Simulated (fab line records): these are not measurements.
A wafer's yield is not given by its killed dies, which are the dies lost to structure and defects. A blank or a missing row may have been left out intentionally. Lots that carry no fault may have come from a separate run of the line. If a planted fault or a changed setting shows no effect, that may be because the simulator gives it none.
Matching of chambers	flow sky130	hdpcvd-02 running SKY_CONTACT_HDPCVD_02: 3 sister chambers
The step deposits SiO2, target thk 565 nm, time 94.2 s. 14 wafers are shown with their chamber, then 7 later ones without.

== WAFERS PAIRED WITH THEIR CHAMBERS ==
wafer	chamber	susceptor temp C (C)
L480.2	1	600.44
L480.3	0	599.89
L480.4	1	600.36
L481.1	2	599.80
L481.3	0	599.60
L481.6	2	600.05
L482.3	0	600.07
L482.4	0	599.73
L482.6	2	599.87
L489.2	1	600.44
L489.3	0	600.09
L489.4	1	600.17
L493.1	1	599.64
L493.2	2	600.55

SIGNATURES (averages over the wafers above)
reading	chamber 0	chamber 1	chamber 2	scatter within a chamber
susceptor temp C	599.8760	600.2100	600.0675	0.298
Rule: for a wafer and a chamber, the distance is found by dividing, reading by reading, the gap between the wafer's reading and the chamber's mean by the reading's scatter, squaring, summing and taking the root. If the next closest chamber is less than 2 further off than the closest, the wafer can't be placed; otherwise it belongs to the closest. The scatter: take each reading less its chamber's mean, square it, sum over the shown wafers, divide by the number of wafers less the number of chambers, and take the root.

== WAFERS WITH NO CHAMBER GIVEN ==
wafer	susceptor temp C (C)
L493.5	600.08
L494.3	599.81
L494.5	600.40
L494.6	600.10
L498.1	600.21
L498.3	600.24
L498.6	599.84

== WHICH CHAMBER EACH WENT THROUGH ==
wafer	from the rows above	in truth
L493.5	can't be placed: 2 or 1 or 0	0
L494.3	can't be placed: 0 or 2 or 1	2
L494.5	can't be placed: 1 or 2 or 0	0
L494.6	can't be placed: 2 or 1 or 0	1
L498.1	can't be placed: 1 or 2 or 0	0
L498.3	can't be placed: 1 or 2 or 0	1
L498.6	can't be placed: 0 or 2 or 1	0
Placed correctly: 0 of 7. Can't be placed from these rows: 7 (the true chamber is among the candidates in 7). Wrongly placed: 0.
